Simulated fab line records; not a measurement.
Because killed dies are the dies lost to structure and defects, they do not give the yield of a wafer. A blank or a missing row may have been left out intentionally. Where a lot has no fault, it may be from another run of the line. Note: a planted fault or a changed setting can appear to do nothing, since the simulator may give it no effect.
Problem report in the 8D (eight disciplines) form, filled by code :: flow gf180mcu :: the parts of the form that need people (team, actions taken, sign-off) are left out

1. WHAT WENT WRONG
timeToEndpointS at GF_V3_CMP_04 reads a mean of 22 s on 1 wafer of 1 lot; wafers without a fault read 78 s with a standard deviation of 5.5. That is -10 standard deviations from the usual mean.
The step: polishes SiO2.
First seen on wafer L640.3, day 26 19:38, on cmp-02. The record holds 39 wafers of 13 lots with a number at this step. The rule behind "out" and "out of limits": a value lying over 4 standard deviations away from the usual mean. The other wafers with a number count as sound.

2. WHAT IT IS; WHAT IT IS NOT
question: which readings at this step
is: timeToEndpointS
is not: motorCurrentA, slurryFilterDpKPa

question: which lots
is: L640
is not: L625, L627, L629, L630, L631, L632, L633, L634, L635, L644, L646, L647

question: which wafers of those lots
is: L640.3
is not: L640.1, L640.5

question: read on which tools
is: cmp-02
is not: cmp-01

question: when
is: from day 26 19:38
is not: up to then (29 sound wafers); but 9 sound wafers of L644, L646, L647 came after

3. WHAT RULES OUT EACH SUSPECT
Counting: any tool at a process step up to the reading remains a suspect provided it ran every lot that is out. Sound lots after the first of them don't rule it out here, since some wafers of a struck lot are sound.
- pecvd-02 at GF_V3_CVD_02 (deposits SiO2 from TEOS, target thk 850 nm, time 94.851 s): kept. L640, the lot that is out, went through it at day 26 19:31; up to then, the latest sound lot through it was L631 at day 23 20:37.
- cmp-02 at GF_V3_CMP_04 (polishes SiO2): kept. L640, the lot that is out, went through it at day 26 19:38; up to then, the latest sound lot through it was L635 at day 25 04:29. Its own timeToEndpointS readings are out on those wafers.
- Within cmp-02 at GF_V3_CMP_04: the wafers that are out ran in chamber 0; their sound lot-mates ran in chamber 2.
What counting leaves: pecvd-02 at GF_V3_CVD_02 and cmp-02 at GF_V3_CMP_04.

4. THE CAUSE (what the simulator had put in)
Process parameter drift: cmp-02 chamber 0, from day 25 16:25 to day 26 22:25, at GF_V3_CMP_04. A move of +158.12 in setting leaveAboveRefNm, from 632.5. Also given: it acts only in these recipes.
Counting left 2 suspects, and this tool is among them.

5. SEQUENCE OF EFFECTS, ordered by route
One row per reading whose mean, taken over the struck wafers that have a number, lies over 3 standard deviations from the usual. Only readings for which the record gives a usual standard deviation are gone through. hours: the time from each lot's start at the first step in this table that gives one to its start at this step, as a median over the lots. sigmas: the change in usual standard deviations.
hours: 0
step: GF_V3_CMP_04
reading: timeToEndpointS
usual: 78 s
on struck wafers: 22
change: -56
sigmas: -10

hours: -
step: GF_V3_ETCH_17
reading: oesProductAu
usual: 0.856 a.u.
on struck wafers: 0.972
change: +0.116
sigmas: +28
Process steps it contains:
- GF_V3_CMP_04: polishes SiO2.
- GF_V3_ETCH_17: etches SiO2 in C4F8/O2/Ar, stops on TiN, target depth 635 nm.

6. WHAT WOULD HAVE CAUGHT IT SOONER
In this record the first reading out of limits was taken at day 26 19:38, 27 hours after the fault began at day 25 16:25.
